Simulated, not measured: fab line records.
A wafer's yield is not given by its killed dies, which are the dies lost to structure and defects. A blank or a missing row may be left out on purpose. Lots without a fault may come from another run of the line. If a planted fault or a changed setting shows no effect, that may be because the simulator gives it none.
Chamber matching -- flow sky130 -- SKY_VIA3_CMP_02 on cmp-02 has 4 sister chambers
The step polishes SiO2. 39 wafers are shown with their chamber, then 12 later ones without.

## WAFERS WITH THEIR CHAMBER
wafer,chamber,motorCurrentA (A),retainingRingPressureFrac
L077.1,0,12.2,0.995
L077.5,3,11.9,1.002
L077.6,0,12.0,0.999
L078.4,2,14.6,1.001
L078.5,1,11.0,1.001
L078.6,2,13.3,1.002
L079.2,1,11.4,1.006
L079.5,2,14.3,0.994
L079.6,1,11.4,1.001
L080.2,1,11.3,0.998
L080.4,2,14.1,0.999
L080.5,0,12.1,1.000
L081.4,0,12.2,1.000
L081.5,3,11.6,0.999
L081.6,2,14.0,0.989
L082.2,3,12.1,1.007
L082.4,0,11.6,0.990
L082.6,3,12.6,1.013
L083.1,0,11.8,0.989
L083.5,1,11.6,1.003
L083.6,2,14.5,0.996
L084.1,2,14.0,1.002
L084.3,0,12.0,0.999
L084.4,1,11.4,1.002
L085.1,1,11.3,1.003
L085.3,2,14.7,0.992
L085.4,3,12.5,0.997
L087.2,1,11.3,1.001
L087.4,2,15.0,1.010
L087.5,3,11.7,1.000
L089.1,1,11.3,1.002
L089.2,2,14.3,0.995
L089.3,3,12.0,0.995
L090.4,1,11.3,0.992
L090.5,2,14.3,1.002
L090.6,3,11.7,0.997
L091.2,2,13.6,0.995
L091.3,0,12.0,1.001
L091.6,0,12.2,1.003

SIGNATURES (averages over the wafers above)
reading,chamber 0,chamber 1,chamber 2,chamber 3,scatter within a chamber
motorCurrentA,12.011,11.330,14.225,12.012,0.335
retainingRingPressureFrac,0.99733,1.00090,0.99808,1.00125,0.00515
Rule: a wafer's distance from a chamber is the root of the sum, over the readings, of the square of ((its reading less the chamber's mean) divided by the reading's scatter). The wafer belongs to the nearest chamber; if the next one is less than 2 further off, it can't be placed. The scatter: take each reading less its chamber's mean, square it, sum over the shown wafers, divide by the number of wafers less the number of chambers, and take the root.

## WAFERS WITHOUT THEIR CHAMBER
wafer,motorCurrentA (A),retainingRingPressureFrac
L092.4,12.0,1.000
L092.5,11.8,1.001
L092.6,12.1,1.002
L093.1,14.3,1.003
L093.3,11.3,0.999
L093.4,11.9,0.990
L096.2,11.9,1.005
L096.4,13.1,1.002
L096.5,11.6,1.006
L097.2,11.8,1.007
L097.5,13.1,0.997
L097.6,11.2,1.001

## WHICH CHAMBER EACH ONE RAN IN
wafer,from the rows above,in truth
L092.4,can't be placed: 3 or 0 or 1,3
L092.5,can't be placed: 3 or 0 or 1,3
L092.6,can't be placed: 3 or 0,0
L093.1,2,2
L093.3,can't be placed: 1 or 0 or 3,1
L093.4,can't be placed: 0 or 3 or 1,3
L096.2,can't be placed: 3 or 0 or 1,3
L096.4,can't be placed: 3 or 0 or 2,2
L096.5,can't be placed: 1 or 3 or 0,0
L097.2,can't be placed: 3 or 1 or 0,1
L097.5,can't be placed: 0 or 3 or 2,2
L097.6,1,1
Correct placement for 2 of the 12. Cannot be placed on the basis of these rows: 10; the candidates contain the true chamber in 10. Placed wrongly: 0.
